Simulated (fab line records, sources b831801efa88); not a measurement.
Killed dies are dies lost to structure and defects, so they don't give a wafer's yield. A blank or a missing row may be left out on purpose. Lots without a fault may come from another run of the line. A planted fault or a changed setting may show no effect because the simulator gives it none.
Which tool did it? | flow gf180mcu | 14 lots, 42 wafers sampled, at 3 steps of a route of 602

WHAT THE GAUGES READ, wafer by wafer
GF_V3_BOW_MEAS_05.
lot  | measured     | on            | V3_BOW (um)
L234 | day 21 16:19 | film_metro-03 | 104 102 108
L235 | day 21 22:04 | film_metro-03 | 119 114 122
L237 | day 22 13:19 | film_metro-04 | 114 120 122
L239 | day 23 09:18 | film_metro-01 | 116 119 131
L238 | day 23 13:17 | film_metro-04 | 120 107 114
L240 | day 23 16:11 | film_metro-01 | 112 105 107
L241 | day 24 04:59 | film_metro-03 | 105 101 101
L249 | day 27 00:29 | film_metro-03 | 131 133 126
L250 | day 27 02:12 | film_metro-01 | 118 110 100
L251 | day 27 11:02 | film_metro-01 | 117 117 124
L253 | day 28 00:04 | film_metro-03 | 103 125 113
L255 | day 28 10:57 | film_metro-01 | 107 116 108
L256 | day 28 18:58 | film_metro-01 | 121 125 127
L257 | day 28 22:00 | film_metro-03 | 122 109 108

GF_V3_THK_MEAS_25: measures by xrf.
lot  | measured     | on            | V3_W_THK (nm)
L234 | day 22 16:52 | film_metro-01 | 360 360 352
L235 | day 22 22:55 | film_metro-04 | 358 362 352
L237 | day 23 13:36 | film_metro-01 | 350 362 350
L239 | day 24 08:56 | film_metro-03 | 356 352 347
L238 | day 24 12:52 | film_metro-01 | 348 357 363
L240 | day 24 15:31 | film_metro-03 | 354 347 346
L241 | day 25 04:11 | film_metro-01 | 346 353 349
L249 | day 27 21:52 | film_metro-01 | 357 351 349
L250 | day 27 23:38 | film_metro-03 | 355 346 353
L251 | day 28 08:23 | film_metro-04 | 363 363 363
L253 | day 28 20:38 | film_metro-04 | 361 353 364
L255 | day 29 07:43 | film_metro-04 | 350 361 349
L256 | day 29 15:32 | film_metro-03 | 362 365 357
L257 | day 29 18:23 | film_metro-01 | 351 346 369

WHICH TOOL RAN EACH LOT (tool, then ch and the chambers of the sampled wafers, then the start)
lot  | GF_V3_CMP_04
L234 | cmp-02 ch 1,2,3, day 21 16:07
L235 | cmp-02 ch 0,1, day 21 21:45
L237 | cmp-01 ch 1,2,3, day 22 13:07
L239 | cmp-02 ch 0,1,2, day 23 09:00
L238 | cmp-02 ch 0,2,3, day 23 12:59
L240 | cmp-02 ch 1,2,3, day 23 15:58
L241 | cmp-01 ch 0,1,2, day 24 04:40
L249 | cmp-01 ch 0,3, day 27 00:10
L250 | cmp-01 ch 2,3, day 27 01:56
L251 | cmp-01 ch 0,1, day 27 10:43
L253 | cmp-01 ch 0,3, day 27 23:46
L255 | cmp-01 ch 0,1,3, day 28 10:41
L256 | cmp-01 ch 0,1,2, day 28 18:41
L257 | cmp-02 ch 1,2,3, day 28 21:50
- GF_V3_CMP_04: polishes SiO2.

WHAT THE TOOLS THEMSELVES READ (means of the sampled wafers that have a number; where no wafer has one, the mark that the record gives instead)
GF_V3_CMP_04.
lot  | tool   | motor_current_A (A) | platen_rpm (rpm) | retaining_ring_pressure_frac | time_to_endpoint_s (s)
L234 | cmp-02 | 12.9                | 59.96            | 0.997                        | 83
L235 | cmp-02 | 12.6                | 60.02            | 1.005                        | 86
L237 | cmp-01 | 12.6                | 60.00            | 0.997                        | 85
L239 | cmp-02 | 12.0                | 59.96            | 0.995                        | 85
L238 | cmp-02 | 12.0                | 60.00            | 0.999                        | 75
L240 | cmp-02 | 12.6                | 60.01            | 1.005                        | 79
L241 | cmp-01 | 12.4                | 60.03            | 0.999                        | 84
L249 | cmp-01 | 13.4                | 60.01            | 0.999                        | 77
L250 | cmp-01 | 13.0                | 60.00            | 0.999                        | 78
L251 | cmp-01 | 12.6                | 60.02            | 1.001                        | 82
L253 | cmp-01 | 13.5                | 59.98            | 1.003                        | 80
L255 | cmp-01 | 12.6                | 60.02            | 0.998                        | 85
L256 | cmp-01 | 13.0                | 59.96            | 0.999                        | 86
L257 | cmp-02 | 12.7                | 59.99            | 0.998                        | 91

THE ANSWER, worked out from the rows above alone
Rule: what is usual is taken from the lots themselves. Put in order of their means at a reading, lots are off if they are a third of the lots or fewer, leave a main group of 4 or more, and stand apart from it by a gap of 3 or more times the standard deviation of the main group's means; of several such gaps the widest counts. A main group whose means are all the same, to the digits that the tables above print for the reading, isn't used. A lot without any number at a reading at which 4 lots or more have one is off too. The other lots that the step has rows for count as sound. The gauges are gone through in route order, then the tools' own readings, and for those a lot's mean is taken as printed above. The first step at which some lot is off is used, and at that step the reading that is off furthest; a lot without a number counts as furthest.
No lot is off at any reading shown: from this, nothing can be told.

WHAT THE SIMULATOR HAD PUT IN
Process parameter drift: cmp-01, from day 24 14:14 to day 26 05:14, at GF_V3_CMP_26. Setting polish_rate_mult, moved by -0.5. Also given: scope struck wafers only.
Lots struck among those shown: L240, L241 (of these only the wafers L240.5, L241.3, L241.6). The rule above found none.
